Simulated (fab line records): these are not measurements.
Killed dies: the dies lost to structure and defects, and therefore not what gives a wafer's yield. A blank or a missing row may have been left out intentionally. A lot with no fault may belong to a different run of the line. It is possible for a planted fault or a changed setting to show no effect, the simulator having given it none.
A struck lot beside a sound one ; flow gf180mcu ; 29 out of 602 route steps
Sound: wafers L574.1, L574.2, L574.5. Wafers struck: L587.1, L587.4, L587.6. The cause is named last.
Each step with rows lists, per side, the tool, then ch with its chambers, then its first start. Under that, the readings that differ: sound wafers ; struck wafers ; difference of the means ; sigmas: that difference in standard deviations of wafers without a fault.
alike: a reading whose means differ by less than 2 such deviations, as well as words and numbers matching on both sides. not compared: withheld readings; readings where some wafer has no value; bounds like >300 that might hide an equal value; numbers whose values overlap and for which the record gives no deviation.
Wherever a step has rows on one side only, a row that says differs or no value, or a row with sigmas, the two part there. Non-overlapping numbers with no deviation appear without sigmas and do not part them. A reading that every wafer of one side lacks parts them only if that side has two wafers or more.

GF_STI_BOW_MEAS_00:
  struck on filmMetro-03, day 4 23:00; sound on filmMetro-04, day 2 06:00
  alike: INCOMING_BOW
then, 1 step without rows for these wafers: GF_STI_OXIDATION_01 (stabilise 600 s, purge 300 s, target thk 10 nm).
GF_STI_THK_MEAS_02:
  struck on filmMetro-02, day 5 05:24; sound on filmMetro-03, day 2 07:45
  alike: STI_OXIDATION_THK
GF_STI_CVD_03: deposits Si3N4 from DCS/NH3, target thk 207.16 nm, time 3551 s.
  sound on lpcvd-01 ch 1, day 2 07:49; struck on lpcvd-01 ch 0, day 5 05:28
reading;sound;struck;difference;sigmas
model.Si3N4_of_STI_CVD_03.thkNm (nm);204.9 204.4 205;214.4 212.8 213.2;+8.7;
  alike: spikeTcTopC
GF_STI_THK_MEAS_04:
  struck on filmMetro-04, day 5 07:26; sound on filmMetro-03, day 2 09:48
reading;sound;struck;difference;sigmas
STI_CVD_03_THK (nm);205.0 204.6 204.7;214.2 212.6 213.2;+8.6;+4
then, 7 steps without rows for these wafers: GF_STI_DEHYDRATE_05 (time 60 s); GF_STI_HMDS_06 (prime time 60 s); GF_STI_COAT_07 (resist thk 700 nm); GF_STI_SOFTBAKE_08 (time 60 s); GF_STI_EXPOSE_09 (exposes mask COMP, target cd 220 nm); GF_STI_PEB_10 (peb time 90 s); GF_STI_DEVELOP_11 (develop time 60 s).
GF_STI_CD_MEAS_12: the cd target is 220 nm.
  struck on cdSem-01, day 5 20:25; sound on cdSem-01, day 2 21:43
  alike: cdNm
GF_STI_ETCH_13: etches the open film in CHF3/O2, stops on Si, target depth 282.31 nm, time 112.9 s.
  sound on rieDiel-03 ch 0,3, day 2 21:50; struck on rieDiel-03 ch 0,3, day 5 20:32
reading;sound;struck;difference;sigmas
oesProductAu (a.u.);0.819 0.826 0.829;0.845 0.843 0.836;+0.017;+2
model.etch.depthNm (nm);204.9 204.4 205;214.4 212.8 213.2;+8.7;
  alike: drypumpMotorCurrentA, throttleValvePct
  not compared: rfHoursCounterH
GF_STI_ETCH_14: etches Si in HBr/Cl2/O2, target depth 360 nm, time 102.9 s.
  sound on rieSi-01 ch 1,2, day 2 21:55; struck on rieSi-01 ch 0,2,3, day 5 20:37
  alike: HBr_flow_sccm, drypumpMotorCurrentA, oesProductAu, throttleValvePct
  not compared: rfHoursCounterH
GF_STI_STRIP_15: strips in O2/N2.
  sound on plasmaAsher-04 ch 0,1, day 2 21:59; struck on plasmaAsher-01 ch 0,1, day 5 20:42
  alike: drypumpMotorCurrentA, heaterPowerW, oesProductAu, stripTimeToEndpointS
  not compared: rfHoursCounterH
then, 6 steps without rows for these wafers: GF_STI_CLEAN_16 (cleans in dHF, time 25 s); GF_STI_WET_ETCH_17 (etches Si3N4 in H3PO4, target depth 45 nm, time 514 s); GF_STI_CLEAN_18 (cleans in SC1/SC2, time 150 s); GF_STI_CLEAN_19 (cleans in dHF, time 20 s); GF_STI_WET_ETCH_20 (etches SiO2 in dHF, target depth 20 nm, time 400 s); GF_STI_OXIDATION_21 (stabilise 600 s, purge 300 s, target thk 15 nm).
GF_STI_THK_MEAS_22:
  struck on filmMetro-04, day 6 04:03; sound on filmMetro-03, day 2 23:34
  alike: STI_OXIDATION_01_THK
then, 1 step without rows for these wafers: GF_STI_CVD_23 (deposits SiO2, target thk 650 nm, time 108.3 s).
GF_STI_THK_MEAS_24:
  struck on filmMetro-02, day 6 04:11; sound on filmMetro-03, day 2 23:42
  alike: STI_CVD_23_THK
GF_STI_CMP_25: polishes, stops on Si3N4, t overpolish 33 s, target thk 524.6 nm.
  sound on cmp-02 ch 0,2,3, day 2 23:56; struck on cmp-02 ch 0,3, day 6 04:15
  alike: motorCurrentA, overpolishRunS, timeToEndpointS
GF_STI_WET_ETCH_26: etches SiO2 in dHF, target depth 94 nm, time 188 s.
  sound on wetBench-02 ch 3, day 3 00:14; struck on wetBench-02 ch 2, day 6 04:33
reading;sound;struck;difference;sigmas
model.Si3N4_of_STI_CVD_03.thkNm (nm);149.3 148.4 149.1;157.1 155.8 155.9;+7.3;
then, 1 step without rows for these wafers: GF_STI_WET_ETCH_27 (etches Si3N4 in H3PO4, target depth 160 nm, time 1825 s).
GF_PASSIVATION_PROBE_99:
  rows exist in the record for the sound wafers here (prober-02, day 29 20:00), none for the struck ones

== WHERE THEY PART ==
Earliest at GF_STI_THK_MEAS_04; latest, in this record, at GF_PASSIVATION_PROBE_99.

WHY: whatever the simulator had introduced
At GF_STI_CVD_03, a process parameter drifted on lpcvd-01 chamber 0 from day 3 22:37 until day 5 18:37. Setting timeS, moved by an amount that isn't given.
